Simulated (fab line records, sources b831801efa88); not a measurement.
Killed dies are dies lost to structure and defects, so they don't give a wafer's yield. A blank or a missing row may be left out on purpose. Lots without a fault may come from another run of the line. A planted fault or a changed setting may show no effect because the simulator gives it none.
Chamber matching | flow gf180mcu | GF_V2_CVD_02 on pecvd-04: 3 sister chambers
The step deposits SiO2 from TEOS, target thk 850 nm, time 94.851 s. 3 wafers are shown with their chamber, then 7 later ones without.

WAFERS WITH THEIR CHAMBER
wafer  | chamber | heater_power_w (W)
L533.4 | 2       | 869
L536.2 | 1       | 612
L536.3 | 0       | 581

WAFERS WITHOUT THEIR CHAMBER
wafer  | heater_power_w (W)
L536.6 | 700
L537.2 | 535
L537.5 | 709
L537.6 | 612
L538.1 | 684
L538.4 | 889
L538.5 | 544

WHICH CHAMBER EACH WENT THROUGH
wafer  | from the rows above          | in truth
L536.6 | can't be placed: 1 or 0 or 2 | 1
L537.2 | can't be placed: 0 or 1      | 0
L537.5 | can't be placed: 1 or 0 or 2 | 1
L537.6 | can't be placed: 1 or 0      | 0
L538.1 | can't be placed: 1 or 0 or 2 | 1
L538.4 | 2                            | 2
L538.5 | can't be placed: 0 or 1      | 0
Placed correctly: 1 of 7. Can't be placed from these rows: 6 (the true chamber is among the candidates in 6). Placed wrongly: 0.
How it was worked out, from the rows above alone: a wafer's distance from a chamber is the root of the sum, over the readings, of the square of ((its reading less the chamber's mean) divided by the reading's scatter). The wafer belongs to the nearest chamber; if the next one is less than 2 further off, it can't be placed. A chamber's mean is the mean of its shown wafers. The scatter: with one shown wafer a chamber, the root of the mean of the squares of how far each hidden wafer lies from its nearest shown one.
